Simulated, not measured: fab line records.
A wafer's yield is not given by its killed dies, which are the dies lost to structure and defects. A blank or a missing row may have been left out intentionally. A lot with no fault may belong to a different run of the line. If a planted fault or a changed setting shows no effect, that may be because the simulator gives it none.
fab line records || flow sky130 || part 2 of 2: steps 26 to 34 of 34
[record] {"lots": 5, "wafers": 15, "lastDay": 50}
route steps=708 shown VIA1@472 METAL2@483
lots that met no fault: taken from a fault-free run of the same line
startH: hours from the record's first day to the start of the lot's first wafer shown || waitH: hours elapsed since this lot's preceding step || " same as the row above || L1.1+2: one row covering several wafers at once || - either no value or no given start || * or withheld: withheld || < > ~ a bound
route shown NAME@n: a module of which the file shows steps, and the number in the route of the first || usual: average and standard deviation across the fault-free wafers || same: alike in all rows || chamber/n: place in a boat || sites: the reading at each site || _std_site: the standard deviation of these || _edge_site: the outer-site mean with the inner-site mean subtracted || radiusMm: for every site, how far away it sits from the centre of the wafer || mask NAME#n: copy n || behind: the most recent tool/chamber to have shaped the wafer || hold: reason for holding the lot/hours on hold/outcome of the hold || device: the n, p or np transistor that did not switch || end of line: the tests these same wafers got at the end of their route || step lacking rows: just its recipe || killed: not the wafer's yield, but the dies lost to structure and defects at the first sort || map: the dies of a wafer, with x for killed, . for not killed, _ for no die there
set.NAME: the setting as run; set.NAME@STEP: as run at that earlier step || model.NAME: the simulator's own value behind a step, which no gauge read
a table for each step, a row for each wafer; lots at some steps of the route
services: from which hour (startH, from the record's first day; less than 0 if before it) a tool's chamber was out of use, for how many hours, and why
[[steps]]
[step SKY_METAL2_DEVELOP_14]
[recipe] {"developTimeS": 60, "resist": "KrF-thick", "devTempC": 21}
[usual] {"resistLineTempC": "22.97/0.1"}
{"lot.wafer": "L081.1", "tool": "lithoTrack-01", "chamber": 0, "startH": "-", "waitH": "-", "resistLineTempC": 22.70}
{"lot.wafer": "L081.3", "tool": "lithoTrack-01", "chamber": 0, "startH": "-", "waitH": "-", "resistLineTempC": 22.94}
{"lot.wafer": "L081.5", "tool": "lithoTrack-01", "chamber": 0, "startH": "-", "waitH": "-", "resistLineTempC": 22.84}
{"lot.wafer": "L083.1", "tool": "lithoTrack-02", "chamber": 0, "startH": "-", "waitH": "-", "resistLineTempC": 22.97}
{"lot.wafer": "L083.4", "tool": "lithoTrack-02", "chamber": 0, "startH": "-", "waitH": "-", "resistLineTempC": 22.84}
{"lot.wafer": "L083.6", "tool": "lithoTrack-02", "chamber": 0, "startH": "-", "waitH": "-", "resistLineTempC": 22.91}
{"lot.wafer": "L089.2", "tool": "lithoTrack-02", "chamber": 0, "startH": "-", "waitH": "-", "resistLineTempC": 23.03}
{"lot.wafer": "L089.4", "tool": "lithoTrack-02", "chamber": 0, "startH": "-", "waitH": "-", "resistLineTempC": 23.00}
{"lot.wafer": "L089.5", "tool": "lithoTrack-02", "chamber": 0, "startH": "-", "waitH": "-", "resistLineTempC": 23.19}
{"lot.wafer": "L094.1", "tool": "lithoTrack-02", "chamber": 0, "startH": "-", "waitH": "-", "resistLineTempC": 22.88}
{"lot.wafer": "L094.2", "tool": "lithoTrack-02", "chamber": 0, "startH": "-", "waitH": "-", "resistLineTempC": 22.95}
{"lot.wafer": "L094.6", "tool": "lithoTrack-02", "chamber": 0, "startH": "-", "waitH": "-", "resistLineTempC": 22.97}
{"lot.wafer": "L096.1", "tool": "lithoTrack-03", "chamber": 0, "startH": "-", "waitH": "-", "resistLineTempC": 23.10}
{"lot.wafer": "L096.2", "tool": "lithoTrack-03", "chamber": 0, "startH": "-", "waitH": "-", "resistLineTempC": 23.08}
{"lot.wafer": "L096.3", "tool": "lithoTrack-03", "chamber": 0, "startH": "-", "waitH": "-", "resistLineTempC": 23.11}
[step SKY_METAL2_CD_MEAS_15]
[recipe] {"targetCdNm": 140}
[usual] {"cdNm": "140.0/1.6"}
{"lot.wafer": "L081.1", "tool": "cdSem-01", "chamber": "-", "startH": 921.80, "waitH": "-", "cdNm": 141.3}
{"lot.wafer": "L081.3", "tool": "cdSem-01", "chamber": "-", "startH": 921.80, "waitH": "-", "cdNm": 140.9}
{"lot.wafer": "L081.5", "tool": "cdSem-01", "chamber": "-", "startH": 921.80, "waitH": "-", "cdNm": 140.7}
{"lot.wafer": "L083.1", "tool": "cdSem-02", "chamber": "-", "startH": 929.37, "waitH": "-", "cdNm": 142.7}
{"lot.wafer": "L083.4", "tool": "cdSem-02", "chamber": "-", "startH": 929.37, "waitH": "-", "cdNm": 142.0}
{"lot.wafer": "L083.6", "tool": "cdSem-02", "chamber": "-", "startH": 929.37, "waitH": "-", "cdNm": 139.6}
{"lot.wafer": "L089.2", "tool": "cdSem-02", "chamber": "-", "startH": 929.74, "waitH": "-", "cdNm": 141.5}
{"lot.wafer": "L089.4", "tool": "cdSem-02", "chamber": "-", "startH": 929.74, "waitH": "-", "cdNm": 140.7}
{"lot.wafer": "L089.5", "tool": "cdSem-02", "chamber": "-", "startH": 929.74, "waitH": "-", "cdNm": 140.2}
{"lot.wafer": "L094.1", "tool": "cdSem-02", "chamber": "-", "startH": 958.27, "waitH": "-", "cdNm": 136.7}
{"lot.wafer": "L094.2", "tool": "cdSem-02", "chamber": "-", "startH": 958.27, "waitH": "-", "cdNm": 136.6}
{"lot.wafer": "L094.6", "tool": "cdSem-02", "chamber": "-", "startH": 958.27, "waitH": "-", "cdNm": 137.1}
{"lot.wafer": "L096.1", "tool": "cdSem-02", "chamber": "-", "startH": 976.90, "waitH": "-", "cdNm": 140.4}
{"lot.wafer": "L096.2", "tool": "cdSem-02", "chamber": "-", "startH": 976.90, "waitH": "-", "cdNm": 141.3}
{"lot.wafer": "L096.3", "tool": "cdSem-02", "chamber": "-", "startH": 976.90, "waitH": "-", "cdNm": 139.2}
[step SKY_METAL2_OVL_MEAS_16]
[usual] {"METAL2_OVL": "0/5.9"}
{"lot.wafer": "L081.1", "tool": "overlay-02", "chamber": "-", "startH": 921.92, "waitH": 0.1, "METAL2_OVL[nm]": 2}
{"lot.wafer": "L081.3", "tool": "overlay-02", "chamber": "-", "startH": 921.92, "waitH": 0.1, "METAL2_OVL[nm]": 4}
{"lot.wafer": "L081.5", "tool": "overlay-02", "chamber": "-", "startH": 921.92, "waitH": 0.1, "METAL2_OVL[nm]": 7}
{"lot.wafer": "L083.1", "tool": "overlay-01", "chamber": "-", "startH": 929.49, "waitH": 0.1, "METAL2_OVL[nm]": 2}
{"lot.wafer": "L083.4", "tool": "overlay-01", "chamber": "-", "startH": 929.49, "waitH": 0.1, "METAL2_OVL[nm]": -1}
{"lot.wafer": "L083.6", "tool": "overlay-01", "chamber": "-", "startH": 929.49, "waitH": 0.1, "METAL2_OVL[nm]": -2}
{"lot.wafer": "L089.2", "tool": "overlay-01", "chamber": "-", "startH": 929.85, "waitH": 0.1, "METAL2_OVL[nm]": 3}
{"lot.wafer": "L089.4", "tool": "overlay-01", "chamber": "-", "startH": 929.85, "waitH": 0.1, "METAL2_OVL[nm]": 2}
{"lot.wafer": "L089.5", "tool": "overlay-01", "chamber": "-", "startH": 929.85, "waitH": 0.1, "METAL2_OVL[nm]": 1}
{"lot.wafer": "L094.1", "tool": "overlay-01", "chamber": "-", "startH": 958.39, "waitH": 0.1, "METAL2_OVL[nm]": 2}
{"lot.wafer": "L094.2", "tool": "overlay-01", "chamber": "-", "startH": 958.39, "waitH": 0.1, "METAL2_OVL[nm]": 0}
{"lot.wafer": "L094.6", "tool": "overlay-01", "chamber": "-", "startH": 958.39, "waitH": 0.1, "METAL2_OVL[nm]": 6}
{"lot.wafer": "L096.1", "tool": "overlay-01", "chamber": "-", "startH": 977.02, "waitH": 0.1, "METAL2_OVL[nm]": -3}
{"lot.wafer": "L096.2", "tool": "overlay-01", "chamber": "-", "startH": 977.02, "waitH": 0.1, "METAL2_OVL[nm]": 6}
{"lot.wafer": "L096.3", "tool": "overlay-01", "chamber": "-", "startH": 977.02, "waitH": 0.1, "METAL2_OVL[nm]": -1}
[step SKY_METAL2_DESCUM_17]
[recipe] {"chemistry": "O2", "sourcePowerW": 150, "biasPowerW": 0, "pressureMtorr": 10, "tempC": 40, "timeS": 8}
[usual] {"drypumpMotorCurrentA": "6.29/0.27", "oesProductAu": "1.006/0.015"}
{"lot.wafer": "L081.1", "tool": "rieMetal-01", "chamber": 1, "startH": 921.96, "waitH": 0.0, "drypumpMotorCurrentA": 5.75, "oesProductAu": 0.979, "rfHoursCounterH": 15}
{"lot.wafer": "L081.3", "tool": "rieMetal-01", "chamber": 0, "startH": 921.96, "waitH": 0.0, "drypumpMotorCurrentA": 6.36, "oesProductAu": 1.020, "rfHoursCounterH": "-"}
{"lot.wafer": "L081.5", "tool": "rieMetal-01", "chamber": 0, "startH": 921.96, "waitH": 0.0, "drypumpMotorCurrentA": 6.35, "oesProductAu": 1.018, "rfHoursCounterH": "-"}
{"lot.wafer": "L083.1", "tool": "rieMetal-04", "chamber": 1, "startH": 929.53, "waitH": 0.0, "drypumpMotorCurrentA": 6.48, "oesProductAu": 0.983, "rfHoursCounterH": 14}
{"lot.wafer": "L083.4", "tool": "rieMetal-04", "chamber": 0, "startH": 929.53, "waitH": 0.0, "drypumpMotorCurrentA": 6.33, "oesProductAu": 1.023, "rfHoursCounterH": "-"}
{"lot.wafer": "L083.6", "tool": "rieMetal-04", "chamber": 1, "startH": 929.53, "waitH": 0.0, "drypumpMotorCurrentA": 6.49, "oesProductAu": 0.995, "rfHoursCounterH": "-"}
{"lot.wafer": "L089.2", "tool": "rieMetal-01", "chamber": 0, "startH": 929.88, "waitH": 0.0, "drypumpMotorCurrentA": 6.35, "oesProductAu": 1.027, "rfHoursCounterH": 12}
{"lot.wafer": "L089.4", "tool": "rieMetal-01", "chamber": 1, "startH": 929.88, "waitH": 0.0, "drypumpMotorCurrentA": 5.73, "oesProductAu": 1.004, "rfHoursCounterH": "-"}
{"lot.wafer": "L089.5", "tool": "rieMetal-01", "chamber": 0, "startH": 929.88, "waitH": 0.0, "drypumpMotorCurrentA": 6.37, "oesProductAu": 1.021, "rfHoursCounterH": "-"}
{"lot.wafer": "L094.1", "tool": "rieMetal-02", "chamber": 0, "startH": 958.43, "waitH": 0.0, "drypumpMotorCurrentA": 6.57, "oesProductAu": 1.004, "rfHoursCounterH": 18}
{"lot.wafer": "L094.2", "tool": "rieMetal-02", "chamber": 1, "startH": 958.43, "waitH": 0.0, "drypumpMotorCurrentA": 6.31, "oesProductAu": 0.997, "rfHoursCounterH": 9}
{"lot.wafer": "L094.6", "tool": "rieMetal-02", "chamber": 1, "startH": 958.43, "waitH": 0.0, "drypumpMotorCurrentA": 6.30, "oesProductAu": 0.996, "rfHoursCounterH": "-"}
{"lot.wafer": "L096.1", "tool": "rieMetal-02", "chamber": 0, "startH": 977.05, "waitH": 0.0, "drypumpMotorCurrentA": 6.60, "oesProductAu": 1.008, "rfHoursCounterH": 18}
{"lot.wafer": "L096.2", "tool": "rieMetal-02", "chamber": 1, "startH": 977.05, "waitH": 0.0, "drypumpMotorCurrentA": 6.31, "oesProductAu": 0.999, "rfHoursCounterH": 10}
{"lot.wafer": "L096.3", "tool": "rieMetal-02", "chamber": 1, "startH": 977.05, "waitH": 0.0, "drypumpMotorCurrentA": 6.32, "oesProductAu": 0.994, "rfHoursCounterH": "-"}
[step SKY_METAL2_ETCH_18]
[recipe] {"chemistry": "N2/H2", "target": "BARC", "ionEnergyEv": 200, "biasW": 100, "pressureMtorr": 30, "n2FlowSccm": 100, "h2FlowSccm": 200, "icpW": 500, "stopOn": "SiO2", "timeS": 45.9, "targetDepthA": 600}
[usual] {"drypumpMotorCurrentA": "6.30/0.27", "oesProductAu": "0.854/0.0047", "throttleValvePct": "13.224/0.0084"}
{"lot.wafer": "L081.1", "tool": "rieMetal-01", "chamber": 1, "startH": 921.99, "waitH": 0.0, "drypumpMotorCurrentA": 5.78, "oesProductAu": 0.853, "rfHoursCounterH": 15, "throttleValvePct": 13.210}
{"lot.wafer": "L081.3", "tool": "rieMetal-01", "chamber": 0, "startH": 921.99, "waitH": 0.0, "drypumpMotorCurrentA": 6.40, "oesProductAu": 0.856, "rfHoursCounterH": "-", "throttleValvePct": 13.211}
{"lot.wafer": "L081.5", "tool": "rieMetal-01", "chamber": 0, "startH": 921.99, "waitH": 0.0, "drypumpMotorCurrentA": 6.37, "oesProductAu": 0.862, "rfHoursCounterH": "-", "throttleValvePct": 13.234}
{"lot.wafer": "L083.1", "tool": "rieMetal-04", "chamber": 1, "startH": 929.56, "waitH": 0.0, "drypumpMotorCurrentA": 6.46, "oesProductAu": 0.855, "rfHoursCounterH": 14, "throttleValvePct": 13.232}
{"lot.wafer": "L083.4", "tool": "rieMetal-04", "chamber": 0, "startH": 929.56, "waitH": 0.0, "drypumpMotorCurrentA": 6.33, "oesProductAu": 0.849, "rfHoursCounterH": "-", "throttleValvePct": 13.220}
{"lot.wafer": "L083.6", "tool": "rieMetal-04", "chamber": 1, "startH": 929.56, "waitH": 0.0, "drypumpMotorCurrentA": 6.47, "oesProductAu": 0.848, "rfHoursCounterH": "-", "throttleValvePct": 13.235}
{"lot.wafer": "L089.2", "tool": "rieMetal-01", "chamber": 0, "startH": 929.91, "waitH": 0.0, "drypumpMotorCurrentA": 6.38, "oesProductAu": 0.856, "rfHoursCounterH": 12, "throttleValvePct": 13.225}
{"lot.wafer": "L089.4", "tool": "rieMetal-01", "chamber": 1, "startH": 929.91, "waitH": 0.0, "drypumpMotorCurrentA": 5.76, "oesProductAu": 0.860, "rfHoursCounterH": "-", "throttleValvePct": 13.216}
{"lot.wafer": "L089.5", "tool": "rieMetal-01", "chamber": 0, "startH": 929.91, "waitH": 0.0, "drypumpMotorCurrentA": 6.37, "oesProductAu": 0.851, "rfHoursCounterH": "-", "throttleValvePct": 13.218}
{"lot.wafer": "L094.1", "tool": "rieMetal-02", "chamber": 0, "startH": 958.46, "waitH": 0.0, "drypumpMotorCurrentA": 6.57, "oesProductAu": 0.856, "rfHoursCounterH": 18, "throttleValvePct": 13.219}
{"lot.wafer": "L094.2", "tool": "rieMetal-02", "chamber": 1, "startH": 958.46, "waitH": 0.0, "drypumpMotorCurrentA": 6.28, "oesProductAu": 0.859, "rfHoursCounterH": 9, "throttleValvePct": 13.225}
{"lot.wafer": "L094.6", "tool": "rieMetal-02", "chamber": 1, "startH": 958.46, "waitH": 0.0, "drypumpMotorCurrentA": 6.31, "oesProductAu": 0.858, "rfHoursCounterH": "-", "throttleValvePct": 13.220}
{"lot.wafer": "L096.1", "tool": "rieMetal-02", "chamber": 0, "startH": 977.08, "waitH": 0.0, "drypumpMotorCurrentA": 6.59, "oesProductAu": 0.860, "rfHoursCounterH": 18, "throttleValvePct": 13.231}
{"lot.wafer": "L096.2", "tool": "rieMetal-02", "chamber": 1, "startH": 977.08, "waitH": 0.0, "drypumpMotorCurrentA": 6.33, "oesProductAu": 0.857, "rfHoursCounterH": 10, "throttleValvePct": 13.219}
{"lot.wafer": "L096.3", "tool": "rieMetal-02", "chamber": 1, "startH": 977.08, "waitH": 0.0, "drypumpMotorCurrentA": 6.34, "oesProductAu": 0.847, "rfHoursCounterH": "-", "throttleValvePct": 13.228}
[step SKY_METAL2_METAL_ETCH_19]
[recipe] {"targetDepthA": 3600, "stopOn": "SiO2", "overEtchFrac": 0.3, "timeS": 78, "chemistry": "Cl2/BCl3", "resistSidewallDeg": 88, "pressureMtorr": 10, "icpW": 900, "biasW": 48.5, "Cl2_flow_sccm": 60, "bcl3FlowSccm": 30}
[usual] {"drypumpMotorCurrentA": "6.29/0.27", "oesProductAu": "0.855/0.0067", "throttleValvePct": "22.265/0.0093"}
{"lot.wafer": "L081.1", "tool": "rieMetal-01", "chamber": 1, "startH": 922.05, "waitH": 0.0, "drypumpMotorCurrentA": 5.73, "oesProductAu": 0.842, "rfHoursCounterH": 15, "throttleValvePct": 22.259}
{"lot.wafer": "L081.3", "tool": "rieMetal-01", "chamber": 0, "startH": 922.05, "waitH": 0.0, "drypumpMotorCurrentA": 6.39, "oesProductAu": 0.861, "rfHoursCounterH": "-", "throttleValvePct": 22.280}
{"lot.wafer": "L081.5", "tool": "rieMetal-01", "chamber": 0, "startH": 922.05, "waitH": 0.0, "drypumpMotorCurrentA": 6.35, "oesProductAu": 0.862, "rfHoursCounterH": "-", "throttleValvePct": 22.268}
{"lot.wafer": "L083.1", "tool": "rieMetal-04", "chamber": 1, "startH": 929.62, "waitH": 0.0, "drypumpMotorCurrentA": 6.47, "oesProductAu": 0.858, "rfHoursCounterH": 15, "throttleValvePct": 22.266}
{"lot.wafer": "L083.4", "tool": "rieMetal-04", "chamber": 0, "startH": 929.62, "waitH": 0.0, "drypumpMotorCurrentA": 6.32, "oesProductAu": 0.850, "rfHoursCounterH": "-", "throttleValvePct": 22.266}
{"lot.wafer": "L083.6", "tool": "rieMetal-04", "chamber": 1, "startH": 929.62, "waitH": 0.0, "drypumpMotorCurrentA": 6.48, "oesProductAu": 0.845, "rfHoursCounterH": "-", "throttleValvePct": 22.261}
{"lot.wafer": "L089.2", "tool": "rieMetal-01", "chamber": 0, "startH": 929.97, "waitH": 0.0, "drypumpMotorCurrentA": 6.36, "oesProductAu": 0.865, "rfHoursCounterH": 12, "throttleValvePct": 22.275}
{"lot.wafer": "L089.4", "tool": "rieMetal-01", "chamber": 1, "startH": 929.97, "waitH": 0.0, "drypumpMotorCurrentA": 5.79, "oesProductAu": 0.865, "rfHoursCounterH": "-", "throttleValvePct": 22.279}
{"lot.wafer": "L089.5", "tool": "rieMetal-01", "chamber": 0, "startH": 929.97, "waitH": 0.0, "drypumpMotorCurrentA": 6.37, "oesProductAu": 0.856, "rfHoursCounterH": "-", "throttleValvePct": 22.269}
{"lot.wafer": "L094.1", "tool": "rieMetal-02", "chamber": 0, "startH": 958.52, "waitH": 0.0, "drypumpMotorCurrentA": 6.57, "oesProductAu": 0.859, "rfHoursCounterH": 18, "throttleValvePct": 22.262}
{"lot.wafer": "L094.2", "tool": "rieMetal-02", "chamber": 1, "startH": 958.52, "waitH": 0.0, "drypumpMotorCurrentA": 6.33, "oesProductAu": 0.860, "rfHoursCounterH": 9, "throttleValvePct": 22.275}
{"lot.wafer": "L094.6", "tool": "rieMetal-02", "chamber": 1, "startH": 958.52, "waitH": 0.0, "drypumpMotorCurrentA": 6.30, "oesProductAu": 0.861, "rfHoursCounterH": "-", "throttleValvePct": 22.256}
{"lot.wafer": "L096.1", "tool": "rieMetal-02", "chamber": 0, "startH": 977.15, "waitH": 0.0, "drypumpMotorCurrentA": 6.58, "oesProductAu": 0.852, "rfHoursCounterH": 18, "throttleValvePct": 22.260}
{"lot.wafer": "L096.2", "tool": "rieMetal-02", "chamber": 1, "startH": 977.15, "waitH": 0.0, "drypumpMotorCurrentA": 6.30, "oesProductAu": 0.858, "rfHoursCounterH": 10, "throttleValvePct": 22.274}
{"lot.wafer": "L096.3", "tool": "rieMetal-02", "chamber": 1, "startH": 977.15, "waitH": 0.0, "drypumpMotorCurrentA": 6.32, "oesProductAu": 0.858, "rfHoursCounterH": "-", "throttleValvePct": 22.270}
[step SKY_METAL2_STRIP_20]
[recipe] {"chemistry": "O2/N2", "powerW": 1400, "pressureMtorr": 1500, "platenTempC": "withheld", "o2FlowSccm": 3000, "n2FlowSccm": 300, "overashFraction": 0.5}
[usual] {"drypumpMotorCurrentA": "5.6/0.47", "oesProductAu": "0.340/0.0059", "stripTimeToEndpointS": "2.64/0.069"}
{"lot.wafer": "L081.1", "tool": "plasmaAsher-02", "chamber": 0, "startH": 922.14, "waitH": 0.1, "drypumpMotorCurrentA": 5.2, "oesProductAu": 0.350, "rfHoursCounterH": 18, "stripTimeToEndpointS": 2.72}
{"lot.wafer": "L081.3", "tool": "plasmaAsher-02", "chamber": 1, "startH": 922.14, "waitH": 0.1, "drypumpMotorCurrentA": 4.7, "oesProductAu": 0.337, "rfHoursCounterH": "-", "stripTimeToEndpointS": 2.57}
{"lot.wafer": "L081.5", "tool": "plasmaAsher-02", "chamber": 1, "startH": 922.14, "waitH": 0.1, "drypumpMotorCurrentA": 4.7, "oesProductAu": 0.338, "rfHoursCounterH": "-", "stripTimeToEndpointS": 2.56}
{"lot.wafer": "L083.1", "tool": "plasmaAsher-02", "chamber": 0, "startH": 929.71, "waitH": 0.1, "drypumpMotorCurrentA": 5.2, "oesProductAu": 0.341, "rfHoursCounterH": 18, "stripTimeToEndpointS": 2.72}
{"lot.wafer": "L083.4", "tool": "plasmaAsher-02", "chamber": 0, "startH": 929.71, "waitH": 0.1, "drypumpMotorCurrentA": 5.2, "oesProductAu": 0.334, "rfHoursCounterH": "-", "stripTimeToEndpointS": 2.55}
{"lot.wafer": "L083.6", "tool": "plasmaAsher-02", "chamber": 0, "startH": 929.71, "waitH": 0.1, "drypumpMotorCurrentA": 5.2, "oesProductAu": 0.345, "rfHoursCounterH": "-", "stripTimeToEndpointS": 2.71}
{"lot.wafer": "L089.2", "tool": "plasmaAsher-01", "chamber": 0, "startH": 930.06, "waitH": 0.1, "drypumpMotorCurrentA": 5.6, "oesProductAu": 0.340, "rfHoursCounterH": 49, "stripTimeToEndpointS": 2.55}
{"lot.wafer": "L089.4", "tool": "plasmaAsher-01", "chamber": 0, "startH": 930.06, "waitH": 0.1, "drypumpMotorCurrentA": 5.6, "oesProductAu": 0.347, "rfHoursCounterH": "-", "stripTimeToEndpointS": 2.73}
{"lot.wafer": "L089.5", "tool": "plasmaAsher-01", "chamber": 0, "startH": 930.06, "waitH": 0.1, "drypumpMotorCurrentA": 5.6, "oesProductAu": 0.334, "rfHoursCounterH": "-", "stripTimeToEndpointS": 2.57}
{"lot.wafer": "L094.1", "tool": "plasmaAsher-04", "chamber": 0, "startH": 958.61, "waitH": 0.1, "drypumpMotorCurrentA": 6.2, "oesProductAu": 0.351, "rfHoursCounterH": 119, "stripTimeToEndpointS": 2.61}
{"lot.wafer": "L094.2", "tool": "plasmaAsher-04", "chamber": 1, "startH": 958.61, "waitH": 0.1, "drypumpMotorCurrentA": 5.5, "oesProductAu": 0.340, "rfHoursCounterH": 119, "stripTimeToEndpointS": 2.65}
{"lot.wafer": "L094.6", "tool": "plasmaAsher-04", "chamber": 1, "startH": 958.61, "waitH": 0.1, "drypumpMotorCurrentA": 5.5, "oesProductAu": 0.337, "rfHoursCounterH": "-", "stripTimeToEndpointS": 2.64}
{"lot.wafer": "L096.1", "tool": "plasmaAsher-04", "chamber": 1, "startH": 977.24, "waitH": 0.1, "drypumpMotorCurrentA": 5.5, "oesProductAu": 0.343, "rfHoursCounterH": 121, "stripTimeToEndpointS": 2.69}
{"lot.wafer": "L096.2", "tool": "plasmaAsher-04", "chamber": 0, "startH": 977.24, "waitH": 0.1, "drypumpMotorCurrentA": 6.2, "oesProductAu": 0.342, "rfHoursCounterH": 121, "stripTimeToEndpointS": 2.72}
{"lot.wafer": "L096.3", "tool": "plasmaAsher-04", "chamber": 1, "startH": 977.24, "waitH": 0.1, "drypumpMotorCurrentA": 5.5, "oesProductAu": 0.344, "rfHoursCounterH": "-", "stripTimeToEndpointS": 2.72}
[step SKY_METAL2_STRIP_21]
[recipe] {"chemistry": "postEtchResidueRemover", "timeS": 1200, "tempC": 72.5}
{"lot.wafer": "L081.1+3+5", "tool": "wetBench-02", "chamber": 0, "startH": 922.24, "waitH": 0.1}
{"lot.wafer": "L083.1+4+6", "tool": "wetBench-04", "chamber": 1, "startH": 929.81, "waitH": 0.1}
{"lot.wafer": "L089.2+4+5", "tool": "wetBench-02", "chamber": 0, "startH": 930.16, "waitH": 0.1}
{"lot.wafer": "L094.1+2+6", "tool": "wetBench-02", "chamber": 1, "startH": 958.71, "waitH": 0.1}
{"lot.wafer": "L096.1+2+3", "tool": "wetBench-02", "chamber": 1, "startH": 977.34, "waitH": 0.1}
[step SKY_METAL2_CLEAN_22]
[recipe] {"chemistry": "IPA", "timeS": 180, "tempC": 25}
{"lot.wafer": "L081.1+3+5", "tool": "wetBench-04", "chamber": 1, "startH": 922.59, "waitH": 0.0}
{"lot.wafer": "L083.1+4+6", "tool": "wetBench-01", "chamber": 3, "startH": 930.23, "waitH": 0.0}
{"lot.wafer": "L089.2+4+5", "tool": "wetBench-01", "chamber": 1, "startH": 930.50, "waitH": 0.0}
{"lot.wafer": "L094.1+2+6", "tool": "wetBench-04", "chamber": 0, "startH": 959.09, "waitH": 0.0}
{"lot.wafer": "L096.1+2+3", "tool": "wetBench-04", "chamber": 2, "startH": 977.68, "waitH": 0.0}
[[services]]
{"tool": "cmp-01", "chamber": "-", "startH": 875.18, "hours": 1.0, "kind": "repair"}
{"tool": "krfScanner-01", "chamber": "-", "startH": 877.79, "hours": 1.0, "kind": "pm"}
{"tool": "rieDiel-01", "chamber": 2, "startH": 881.17, "hours": 4.6, "kind": "repair"}
{"tool": "rieMetal-04", "chamber": 1, "startH": 884.68, "hours": 10.3, "kind": "repair"}
{"tool": "cvdW-02", "chamber": "-", "startH": 884.78, "hours": 1.1, "kind": "repair"}
{"tool": "plasmaAsher-01", "chamber": "-", "startH": 885.88, "hours": 12.9, "kind": "repair"}
{"tool": "krfScanner-02", "chamber": "-", "startH": 893.36, "hours": 3.6, "kind": "pm"}
{"tool": "cmp-01", "chamber": "-", "startH": 897.88, "hours": 1.5, "kind": "repair"}
{"tool": "pvdSputter-02", "chamber": "-", "startH": 901.96, "hours": 2.5, "kind": "repair"}
{"tool": "cvdW-01", "chamber": "-", "startH": 904.00, "hours": 14.0, "kind": "pm"}
{"tool": "rieDiel-02", "chamber": "-", "startH": 905.42, "hours": 0.3, "kind": "repair"}
{"tool": "wetBench-03", "chamber": "-", "startH": 905.72, "hours": 2.5, "kind": "repair"}
{"tool": "plasmaAsher-02", "chamber": "-", "startH": 910.95, "hours": 4.3, "kind": "pm"}
{"tool": "cmp-02", "chamber": "-", "startH": 912.00, "hours": 4.0, "kind": "pm"}
{"tool": "krfScanner-01", "chamber": "-", "startH": 925.55, "hours": 0.8, "kind": "pm"}
{"tool": "plasmaAsher-04", "chamber": "-", "startH": 937.45, "hours": 1.3, "kind": "repair"}
{"tool": "krfScanner-02", "chamber": "-", "startH": 938.64, "hours": 1.0, "kind": "pm"}
{"tool": "krfScanner-02", "chamber": "-", "startH": 939.64, "hours": 1.3, "kind": "pm"}
{"tool": "plasmaAsher-02", "chamber": "-", "startH": 940.07, "hours": 8.6, "kind": "repair"}
{"tool": "krfScanner-01", "chamber": "-", "startH": 944.86, "hours": 4.0, "kind": "pm"}
{"tool": "pvdSputter-04", "chamber": "-", "startH": 950.12, "hours": 4.0, "kind": "repair"}
{"tool": "wetBench-03", "chamber": "-", "startH": 969.66, "hours": 97.1, "kind": "repair"}
{"tool": "pvdSputter-04", "chamber": "-", "startH": 974.44, "hours": 1.5, "kind": "repair"}
{"tool": "cmp-01", "chamber": "-", "startH": 975.64, "hours": 4.8, "kind": "pm"}
